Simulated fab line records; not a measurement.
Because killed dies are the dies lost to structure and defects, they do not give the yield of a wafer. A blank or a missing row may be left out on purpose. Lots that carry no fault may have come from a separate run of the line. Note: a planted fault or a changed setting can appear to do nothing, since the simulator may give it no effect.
fab line records	flow gf180mcu
record lots=6	wafers=18	last_day=35
route steps=602 shown V4@477
lots untouched by any fault: they come from a run of this same line in which no faults occurred
start_h: the number of hours between the record's first day and the start of the first shown wafer of the lot	wait_h: how many hours have passed since the lot's step before this one	" as in the row above	L1.1+2: one row covering several wafers at once	- value missing, or start not given	* or withheld: withheld	< > ~ a bound
route shown NAME@n: a module of which the file shows steps, and the number in the route of the first	usual: mean/standard deviation of fault-free wafers	same: alike in all rows	chamber/n: place in a boat	sites: per-site readings	_std_site: standard deviation of those values	_edge_site: the outer-site mean with the inner-site mean subtracted	radius_mm: how far each site lies from the wafer's centre	mask NAME#n: copy n	behind: the last tool/chamber to shape the wafer	hold: the reason the lot was held/the length of the hold in hours/how it ended	device: transistor that didn't switch, given as n, p or np	end of line: the same wafers' tests at the end of the route	step lacking rows: just its recipe	killed: dies lost to structure and defects at the first sort, not the wafer's yield	map: a wafer's dies, x killed, . not, _ none there
set.NAME: the setting the step ran with; set.NAME@STEP: the setting that earlier step ran with	model.NAME: the simulator's own value behind a step, which no gauge read
lots at some steps of the route; a table a step, a row a wafer
services: a tool's chamber out of use, with start hour (start_h, from the record's first day; less than 0 if before it), hours out, and reason
## steps
# step GF_V4_THK_MEAS_01
# recipe reads=SiO2_of_V4_CVD_00
# usual V4_CVD_00_THK=603/7.3
lot.wafer	tool	chamber	start_h	wait_h	V4_CVD_00_THK[nm]
L537.1	film_metro-03	-	617.42	0.0	599
L537.5	"	-	"	"	600
L537.6	"	-	"	"	601
L538.2	film_metro-03	-	621.38	0.0	596
L538.3	"	-	"	"	598
L538.6	"	-	"	"	594
L543.1	film_metro-02	-	654.97	0.0	591
L543.4	"	-	"	"	598
L543.6	"	-	"	"	595
L544.1	film_metro-02	-	665.29	0.0	606
L544.4	"	-	"	"	609
L544.6	"	-	"	"	602
L551.1	film_metro-03	-	711.94	0.0	603
L551.4	"	-	"	"	607
L551.5	"	-	"	"	607
L552.4	film_metro-03	-	728.64	0.0	611
L552.5	"	-	"	"	601
L552.6	"	-	"	"	605
# step GF_V4_CVD_02
# recipe material=SiO2	target_thk_nm=850	precursor=TEOS	temp_c=400	time_s=94.851	rf_w=600
# usual heater_power_w=636/93
lot.wafer	tool	chamber	start_h	wait_h	heater_power_w
L537.1	pecvd-02	0	617.48	0.1	497
L537.5	"	2	"	"	744
L537.6	"	0	"	"	561
L538.2	pecvd-04	2	621.43	0.0	706
L538.3	"	1	"	"	511
L538.6	"	1	"	"	561
L543.1	pecvd-04	2	655.03	0.1	661
L543.4	"	1	"	"	556
L543.6	"	0	"	"	691
L544.1	pecvd-03	1	665.35	0.1	730
L544.4	"	0	"	"	436
L544.6	"	2	"	"	552
L551.1	pecvd-02	0	712.00	0.1	513
L551.4	"	1	"	"	673
L551.5	"	0	"	"	561
L552.4	pecvd-03	0	728.71	0.1	527
L552.5	"	2	"	"	597
L552.6	"	1	"	"	802
# step GF_V4_THK_MEAS_03
# recipe reads=SiO2_of_V4_CVD_02
# usual V4_CVD_02_THK=852/11
lot.wafer	tool	chamber	start_h	wait_h	V4_CVD_02_THK[nm]
L537.1	film_metro-02	-	617.55	0.0	829
L537.5	"	-	"	"	848
L537.6	"	-	"	"	850
L538.2	film_metro-02	-	621.51	0.0	833
L538.3	"	-	"	"	850
L538.6	"	-	"	"	862
L543.1	film_metro-01	-	655.10	0.0	838
L543.4	"	-	"	"	867
L543.6	"	-	"	"	872
L544.1	film_metro-03	-	665.42	0.0	843
L544.4	"	-	"	"	852
L544.6	"	-	"	"	873
L551.1	film_metro-03	-	712.07	0.0	842
L551.4	"	-	"	"	831
L551.5	"	-	"	"	858
L552.4	film_metro-01	-	728.77	0.0	838
L552.5	"	-	"	"	854
L552.6	"	-	"	"	856
# step GF_V4_CMP_04
# recipe material=SiO2	down_force_psi=4	platen_rpm=60	pad_velocity_m_s=0.94248
# usual edge_zone_pressure_frac=1.000/0.0046	motor_current_A=11.8/1.5	slurry_filter_dp_kPa=13.51/0.13	slurry_flow_ml_min=150.0/0.49	time_to_endpoint_s=81/5.3
lot.wafer	tool	chamber	start_h	wait_h	edge_zone_pressure_frac	motor_current_A	slurry_filter_dp_kPa	slurry_flow_ml_min	time_to_endpoint_s
L537.1	cmp-02	2	617.76	0.2	1.004	14.3	13.54	149.8	67
L537.5	"	3	"	"	1.002	11.6	13.64	149.7	77
L537.6	"	0	"	"	1.001	11.7	13.35	150.6	74
L538.2	cmp-01	0	621.56	0.0	0.994	11.1	13.48	150.3	79
L538.3	"	3	"	"	0.999	14.4	13.49	149.4	77
L538.6	"	0	"	"	0.994	10.9	13.55	150.4	89
L543.4	cmp-02	0	655.16	0.0	0.999	11.7	13.49	150.9	84
L543.1	"	3	"	"	0.996	11.7	13.40	150.2	80
L543.6	"	0	"	"	0.998	11.6	13.33	150.4	89
L544.1	cmp-01	0	665.58	0.1	0.996	10.9	13.70	150.5	85
L544.4	"	1	"	"	0.998	11.4	13.42	149.7	80
L544.6	"	3	"	"	0.998	14.5	13.71	150.1	91
L551.4	cmp-01	0	712.13	0.0	0.999	11.4	13.24	149.6	76
L551.1	"	2	"	"	0.999	10.2	13.44	150.5	76
L551.5	"	0	"	"	1.003	11.3	13.36	150.8	89
L552.4	cmp-02	1	728.85	0.1	1.002	11.3	13.61	149.9	82
L552.5	"	0	"	"	0.996	11.8	13.59	150.8	82
L552.6	"	1	"	"	1.002	10.7	13.37	150.9	88
# step GF_V4_BOW_MEAS_05
# recipe mode=bow
# usual V4_BOW=138/11
lot.wafer	tool	chamber	start_h	wait_h	V4_BOW[um]
L537.1	film_metro-03	-	617.91	0.1	113
L537.5	"	-	"	"	129
L537.6	"	-	"	"	140
L538.2	film_metro-03	-	621.88	0.3	130
L538.3	"	-	"	"	145
L538.6	"	-	"	"	124
L543.1	film_metro-02	-	655.46	0.1	138
L543.4	"	-	"	"	134
L543.6	"	-	"	"	140
L544.1	film_metro-02	-	665.78	0.1	151
L544.4	"	-	"	"	144
L544.6	"	-	"	"	155
L551.1	film_metro-02	-	712.43	0.1	142
L551.4	"	-	"	"	138
L551.5	"	-	"	"	145
L552.4	film_metro-02	-	729.16	0.3	134
L552.5	"	-	"	"	122
L552.6	"	-	"	"	140
# step GF_V4_DEHYDRATE_06
# recipe temp_c=200	time_s=60
# step GF_V4_HMDS_07
# recipe prime_time_s=60	prime_temp_c=120
# step GF_V4_COAT_08
# recipe resist=BARC	temp_c=withheld	time_s=withheld	spin_rpm=withheld	resist_thk_nm=withheld
# step GF_V4_COAT_09
# recipe resist=KrF	spin_rpm=withheld	resist_thk_nm=1000
# step GF_V4_SOFTBAKE_10
# recipe temp_c=130	time_s=61.28	resist=KrF
# usual exhaust_pa=45.0/0.85	plate_sensor_t_centre_C=131.01/0.0098	plate_sensor_t_edge_C=131.21/0.01
lot.wafer	tool	chamber	start_h	wait_h	exhaust_pa	plate_sensor_t_centre_C	plate_sensor_t_edge_C
L537.1	litho_track-03	0	-	-	44.8	131.02	131.22
L537.5	"	0	"	"	45.0	131.01	131.21
L537.6	"	0	"	"	45.9	131.01	131.2
L538.2	litho_track-02	0	-	-	44.6	131.03	131.21
L538.3	"	0	"	"	44.3	131.02	131.22
L538.6	"	0	"	"	43.3	131	131.22
L543.1	litho_track-03	0	-	-	44.5	131	131.2
L543.4	"	0	"	"	45.9	131.01	131.21
L543.6	"	0	"	"	45.6	131.02	131.18
L544.1	litho_track-03	0	-	-	45.5	131	131.2
L544.4	"	0	"	"	44.0	131	131.2
L544.6	"	0	"	"	44.8	131.02	131.21
L551.1	litho_track-01	0	-	-	45.6	131.02	131.21
L551.4	"	0	"	"	44.0	131.03	131.2
L551.5	"	0	"	"	46.6	131.02	131.22
L552.4	litho_track-01	0	-	-	44.2	131.01	131.2
L552.5	"	0	"	"	44.8	131.02	131.21
L552.6	"	0	"	"	44.3	131.01	131.2
# step GF_V4_EXPOSE_11
# recipe mask_id=Via4	target_cd_nm=260	na=0.68	source_shape=conventional	sigma_outer=0.6	dose_mj=38
# step GF_V4_PEB_12
# recipe peb_temp_c=135	peb_time_s=90	resist=KrF
# step GF_V4_DEVELOP_13
# recipe develop_time_s=60	resist=KrF	dev_temp_c=21
# usual chill_plate_temp_C=23.02/0.1	develop_time_s=60/0	exhaust_pa=45.2/0.9
lot.wafer	tool	chamber	start_h	wait_h	chill_plate_temp_C	develop_time_s	exhaust_pa	model.KrF_of_V4_COAT_09.thk_nm
L537.1	litho_track-02	-	638.38	0.2	-	-	-	1002
L537.5	"	-	"	"	-	-	-	1000
L537.6	"	-	"	"	-	-	-	1002
L538.2	litho_track-02	-	642.25	0.2	-	-	-	997.7
L538.3	"	-	"	"	-	-	-	996.7
L538.6	"	-	"	"	-	-	-	999.4
L543.1	litho_track-01	0	675.20	0.2	23.23	60	45.0	984.4
L543.4	"	0	"	"	23.18	60	45.0	986.5
L543.6	"	0	"	"	23.18	60	46.3	983.6
L544.1	litho_track-01	0	684.95	0.2	23.07	60	44.1	986.4
L544.4	"	0	"	"	23.00	60	43.8	984.7
L544.6	"	0	"	"	23.06	60	45.8	982.7
L551.1	litho_track-02	0	731.08	0.2	23.03	60	44.4	990.4
L551.4	"	0	"	"	22.86	60	45.2	988.6
L551.5	"	0	"	"	23.07	60	45.3	991.1
L552.4	litho_track-03	0	746.47	0.1	22.91	60	45.0	987.6
L552.5	"	0	"	"	23.14	60	46.1	989.1
L552.6	"	0	"	"	23.04	60	47.1	989.3
# step GF_V4_CD_MEAS_14
# recipe target_cd_nm=260
# usual cd_nm=259.9/1.1
lot.wafer	tool	chamber	start_h	wait_h	cd_nm
L537.1	cd_sem-01	-	638.53	0.1	-
L537.5	"	-	"	"	-
L537.6	"	-	"	"	-
L538.2	cd_sem-01	-	642.40	0.1	-
L538.3	"	-	"	"	-
L538.6	"	-	"	"	-
L543.1	cd_sem-01	-	675.35	0.1	259.2
L543.4	"	-	"	"	259.6
L543.6	"	-	"	"	260.9
L544.1	cd_sem-01	-	685.10	0.1	259.5
L544.4	"	-	"	"	259.6
L544.6	"	-	"	"	259.7
L551.1	cd_sem-01	-	731.23	0.1	262.1
L551.4	"	-	"	"	262.9
L551.5	"	-	"	"	261.0
L552.4	cd_sem-02	-	746.60	0.1	260.7
L552.5	"	-	"	"	260.0
L552.6	"	-	"	"	261.0
## services
tool	chamber	start_h	hours	kind
pecvd-04	-	605.12	2.8	pm
pecvd-04	0	605.12	-	clean
pecvd-04	1	605.12	-	clean
pecvd-04	2	605.12	-	clean
cmp-02	-	624.80	3.8	repair
cmp-02	-	640.30	1.3	repair
pecvd-03	-	652.59	2.5	repair
cmp-02	-	657.46	9.1	repair
pecvd-02	-	662.43	3.3	repair
cmp-02	-	670.06	1.8	repair
cmp-01	-	678.37	1.0	repair
pecvd-04	0	681.38	3.3	repair
cmp-02	-	689.11	1.7	repair
cmp-02	-	701.99	7.1	pm
cmp-01	-	703.72	0.7	repair
pecvd-03	1	711.69	3.1	repair
cmp-01	-	726.52	0.7	repair
litho_track-01	-	728.44	-	consumable_replace:filter
pecvd-02	0	733.76	4.3	repair
cmp-01	-	744.00	4.0	pm
## key
first_sign step=GF_V4_DEVELOP_13	reading=tool_record	direction=missing
effect none on later readings
model_effect step=GF_V4_DEVELOP_13	value=KrF_of_V4_COAT_09.thk_nm	without=984.6	struck=999.5
met_at GF_V4_DEVELOP_13
struck_wafers L537.1,L537.5,L537.6,L538.2,L538.3,L538.6
later_rows_left_out L537.1,L537.5,L537.6,L538.2,L538.3,L538.6
sort_left_out L537.1,L537.5,L537.6,L538.2,L538.3,L538.6
fault kind=skipped_step_whole	tool=litho_track-02	chamber=-	onset_h=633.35	steps=GF_V4_DEVELOP_13	scope=struck_lots_only
# sort_left_out: the simulated sort isn't trusted on such a fault, so these wafers' sort isn't shown, and their yield isn't known
# later_rows_left_out: the simulator's readings of these wafers behind a module that went badly wrong aren't trusted and aren't shown, but for the sort
